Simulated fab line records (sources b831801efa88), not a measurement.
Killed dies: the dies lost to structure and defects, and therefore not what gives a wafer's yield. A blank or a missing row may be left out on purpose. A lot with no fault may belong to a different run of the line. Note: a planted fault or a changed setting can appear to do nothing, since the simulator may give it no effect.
Chamber matching | flow sky130 | SKY_METAL3_ETCH_17 on rie_diel-01: 4 sister chambers
The step etches SiO2 in C4F8/O2/Ar, stops on TiN, time 3.9 s, target depth 15 nm. 22 wafers are shown with their chamber, then 11 later ones without.

## WAFERS WITH THEIR CHAMBER
wafer  | chamber | oes_product_au (a.u.)
L075.1 | 2       | 0.749
L075.2 | 3       | 0.749
L075.5 | 3       | 0.757
L077.1 | 0       | 0.739
L077.3 | 3       | 0.753
L077.5 | 3       | 0.759
L078.4 | 1       | 0.758
L078.5 | 1       | 0.767
L078.6 | 0       | 0.751
L082.1 | 1       | 0.767
L082.2 | 0       | 0.765
L082.6 | 2       | 0.762
L083.3 | 2       | 0.746
L083.5 | 0       | 0.748
L083.6 | 3       | 0.753
L086.3 | 0       | 0.750
L086.4 | 2       | 0.756
L086.5 | 3       | 0.765
L089.1 | 0       | 0.754
L089.3 | 2       | 0.761
L089.6 | 0       | 0.780
L090.1 | 0       | 0.746

SIGNATURES (averages over the wafers above)
reading        | chamber 0 | chamber 1 | chamber 2 | chamber 3 | scatter within a chamber
oes_product_au | 0.75413   | 0.76400   | 0.75480   | 0.75600   | 0.00931
Rule: for a wafer and a chamber, the distance is found by dividing, reading by reading, the gap between the wafer's reading and the chamber's mean by the reading's scatter, squaring, summing and taking the root. The wafer belongs to the nearest chamber; if the next one is less than 2 further off, it can't be placed. The scatter is the square root of a quotient: the sum, over the shown wafers, of each reading's squared deviation from its chamber's mean, divided by wafers minus chambers.

## WAFERS WITH NO CHAMBER GIVEN
wafer  | oes_product_au (a.u.)
L090.3 | 0.748
L090.6 | 0.762
L094.4 | 0.756
L094.5 | 0.760
L094.6 | 0.755
L097.1 | 0.758
L097.2 | 0.758
L097.3 | 0.767
L097.4 | 0.761
L097.5 | 0.768
L097.6 | 0.761

## WHICH CHAMBER EACH WENT THROUGH
wafer  | from the rows above               | in truth
L090.3 | can't be placed: 0 or 2 or 3 or 1 | 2
L090.6 | can't be placed: 1 or 3 or 2 or 0 | 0
L094.4 | can't be placed: 3 or 2 or 0 or 1 | 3
L094.5 | can't be placed: 1 or 3 or 2 or 0 | 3
L094.6 | can't be placed: 2 or 0 or 3 or 1 | 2
L097.1 | can't be placed: 3 or 2 or 0 or 1 | 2
L097.2 | can't be placed: 3 or 2 or 0 or 1 | 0
L097.3 | can't be placed: 1 or 3 or 2 or 0 | 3
L097.4 | can't be placed: 1 or 3 or 2 or 0 | 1
L097.5 | can't be placed: 1 or 3 or 2 or 0 | 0
L097.6 | can't be placed: 1 or 3 or 2 or 0 | 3
Correct placement for 0 of the 11. From these rows, 11 cannot be placed; in 11 the true chamber is one of the candidates. 0 placed wrongly.
